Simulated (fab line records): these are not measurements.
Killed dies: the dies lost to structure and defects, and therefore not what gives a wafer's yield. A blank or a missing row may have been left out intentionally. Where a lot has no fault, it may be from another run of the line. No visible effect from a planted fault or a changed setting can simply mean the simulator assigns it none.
Commonality check across tools	flow gf180mcu	Lots sampled 14, wafers sampled 42

== WHAT PROMPTED THE OPENING ==
Of 14 lots, 2 have the reading LVPWELL_RS flagged at GF_VT_IMPLANT_RS_MEAS_48. No-fault wafers: 1196 ohm/sq, standard deviation 3.7.
Rule: a lot is flagged in two cases, either no wafer of it has a number, or all its wafers with numbers fall more than 4 standard deviations from that mean. As for the other lots, they are considered sound.

lot	measured	on	LVPWELL_RS (ohm/sq), wafer by wafer	flag
L861	day 7 20:31	film_metro-02	1196 1192 1196	
L864	day 8 16:04	film_metro-01	1194 1195 1193	
L867	day 9 13:50	film_metro-04	1199 1197 1198	
L868	day 9 18:58	film_metro-04	1125 1125 1128	FLAGGED
L869	day 10 01:56	film_metro-02	1120 1124 1121	FLAGGED
L870	day 10 11:08	film_metro-01	1188 1191 1189	
L873	day 11 06:53	film_metro-04	1201 1196 1196	
L874	day 11 12:56	film_metro-04	1194 1199 1195	
L876	day 12 03:46	film_metro-02	1190 1191 1192	
L878	day 12 16:49	film_metro-01	1193 1191 1192	
L880	day 13 04:08	film_metro-02	1192 1193 1192	
L881	day 13 12:58	film_metro-04	1200 1203 1199	
L882	day 13 16:53	film_metro-02	1195 1194 1194	
L883	day 13 23:47	film_metro-04	1194 1198 1192	
On average the flagged lots' numbers are 1124 ohm/sq, which is -72 ohm/sq against the usual, or -20 standard deviations.

== TOOL THAT RAN EACH LOT ==
The record keeps 1 process step preceding the reading, out of 602 steps on the route. Cell contents, in order: the tool; ch with the chambers the sampled wafers went through; the start.
lot	flag	GF_LVPWELL_IMPLANT_09
L861		implanter-04 ch 0, day 4 02:31
L864		implanter-01 ch 0, day 4 18:17
L867		implanter-01 ch 0, day 5 12:32
L868	FLAGGED	implanter-01 ch 0, day 5 16:32
L869	FLAGGED	implanter-01 ch 0, day 5 22:10
L870		implanter-03 ch 0, day 6 06:25
L873		implanter-04 ch 0, day 6 22:54
L874		implanter-04 ch 0, day 7 04:53
L876		implanter-04 ch 0, day 7 15:54
L878		implanter-03 ch 0, day 8 02:38
L880		implanter-03 ch 0, day 8 12:47
L881		implanter-04 ch 0, day 8 20:04
L882		implanter-04 ch 0, day 9 00:47
L883		implanter-04 ch 0, day 9 06:34
These steps, and what they do:
- GF_LVPWELL_IMPLANT_09
- GF_VT_IMPLANT_RS_MEAS_48: measures by four-point-probe.

== FLAGGED AGAINST TOTAL, ONE TOOL AT A TIME (gauges that did the reading follow at the end) ==
step	tool	lots run	flagged	share of the flagged lots	sound lots run after its first flagged lot
GF_LVPWELL_IMPLANT_09	implanter-01	4	2	all	0
GF_LVPWELL_IMPLANT_09	implanter-03	3	0	none	-
GF_LVPWELL_IMPLANT_09	implanter-04	7	0	none	-
GF_VT_IMPLANT_RS_MEAS_48	film_metro-01	3	0	none	-
GF_VT_IMPLANT_RS_MEAS_48	film_metro-02	5	1	some	3 (L876,L880,L882)
GF_VT_IMPLANT_RS_MEAS_48	film_metro-04	6	1	some	4 (L873,L874,L881,L883)

== WHAT IS ALLOWED BY THE TABLE ==
Rows of the table that ran each flagged lot: 1, that is implanter-01 at GF_LVPWELL_IMPLANT_09.
- implanter-01 at GF_LVPWELL_IMPLANT_09 ran 4 lots, 2 of them flagged. Its last sound lot is L867 (day 5 12:32), its first flagged lot L868 (day 5 16:32): a fault that began between those two fits. Its own readings (dose_ions_cm2, faraday_current_uA) fall more than 4 standard deviations out on all wafers of the flagged lots.
Left over: one tool, implanter-01 at GF_LVPWELL_IMPLANT_09.

== WHAT HAD BEEN PUT IN BY THE SIMULATOR ==
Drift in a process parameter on implanter-01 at GF_LVPWELL_IMPLANT_09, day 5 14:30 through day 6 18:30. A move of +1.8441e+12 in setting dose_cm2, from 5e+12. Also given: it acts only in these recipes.
Shown lots that were struck: L868, L869. Same finding as the rule above.
